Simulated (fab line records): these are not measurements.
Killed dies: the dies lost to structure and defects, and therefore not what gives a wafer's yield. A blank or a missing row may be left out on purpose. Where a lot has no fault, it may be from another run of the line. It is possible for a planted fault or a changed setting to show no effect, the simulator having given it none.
One fault seen from 2 desks + flow gf180mcu + every desk sees just its own numbers, and what lay behind them comes last

## METROLOGY DESK
What the gauges read for every lot (on any tool): the sampled wafers with a number, averaged. The brackets show how far a lot's mean lies from the usual mean; more than 4 standard deviations puts the lot out of limits, marked OUT.
Columns: A = STI_CVD_03_THK at GF_STI_THK_MEAS_04, usual 206.2 nm; B = MVSD_OVL at GF_MVSD_OVL_MEAS_07, usual 0.8 nm; C = MVSD_TW at GF_MVSD_TW_MEAS_11, usual 1584
| lot  | first seen here | A     | B    | C    |
|------|-----------------|-------|------|------|
| L303 | day 1 15:41     | 204.0 | 2.1  | 1572 |
| L304 | day 1 19:47     | 206.9 | 1.4  | 1597 |
| L305 | day 2 03:51     | 206.2 | 1.6  | 1562 |
| L306 | day 2 10:46     | 210.1 | 0.3  | 1585 |
| L307 | day 2 10:47     | 207.1 | 1.4  | 1597 |
| L308 | day 2 16:25     | 208.8 | 0.0  | 1581 |
| L310 | day 3 00:34     | 209.1 | 0.3  | 1594 |
| L317 | day 4 11:34     | 204.3 | 0.9  | 1567 |
| L319 | day 4 21:58     | 206.1 | 0.9  | 1599 |
| L321 | day 5 08:34     | 206.2 | 1.3  | 1586 |
| L322 | day 5 12:34     | 209.3 | 0.7  | 1601 |
| L323 | day 5 17:34     | 206.3 | 0.7  | 1591 |
| L324 | day 5 23:16     | 205.2 | 1.5  | 1599 |
| L325 | day 6 05:32     | 202.8 | -0.9 | 1580 |
This desk found nothing out of limits on any of the 14 lots.

## FOR THE TOOL OWNER'S DESK: implanter-01
For each lot that ran on this tool, the mean over its sampled wafers that have a number, from the tool's own readings at GF_DNWELL_IMPLANT_07. The brackets show how far a lot's mean lies from the usual mean; more than 4 standard deviations puts the lot out of limits, marked OUT.
Columns: A = beam_energy_keV at GF_DNWELL_IMPLANT_07, usual 1500.1; B = beam_on_s at GF_DNWELL_IMPLANT_07, usual 10.01 s
| lot  | first seen here | A                        | B     |
|------|-----------------|--------------------------|-------|
| L304 | day 3 03:23     | 1499.9                   | 9.91  |
| L306 | day 3 17:04     | 1499.7                   | 10.13 |
| L307 | day 3 18:18     | 1499.8                   | 10.04 |
| L308 | day 4 00:43     | 1500.0                   | 10.04 |
| L310 | day 4 10:08     | 1350.9 (-99 or more) OUT | 9.93  |
| L317 | day 5 22:11     | 1351.0 (-99 or more) OUT | 10.19 |
This desk's verdict: out of limits on L310, L317, starting with L310 at day 4 10:08 (beam_energy_keV at GF_DNWELL_IMPLANT_07). Within limits: L304, L306, L307, L308.

## TAKEN TOGETHER
The tool owner's desk had the chance to raise an alarm at day 4 10:08 on L310, L317.
Nothing out of limits was seen by the metrology desk.
The metrology desk holds a record of L310, L317, inside its limits.
On implanter-01, each named lot ran GF_DNWELL_IMPLANT_07.

## WHAT THE SIMULATOR HAD PUT IN
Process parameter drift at GF_DNWELL_IMPLANT_07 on implanter-01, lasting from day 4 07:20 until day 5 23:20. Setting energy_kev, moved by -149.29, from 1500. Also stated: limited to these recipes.
Struck lots among those shown: L310, L317.
Delay in hours, fault start to first out-of-limits reading, by desk: the tool owner's desk at 3.
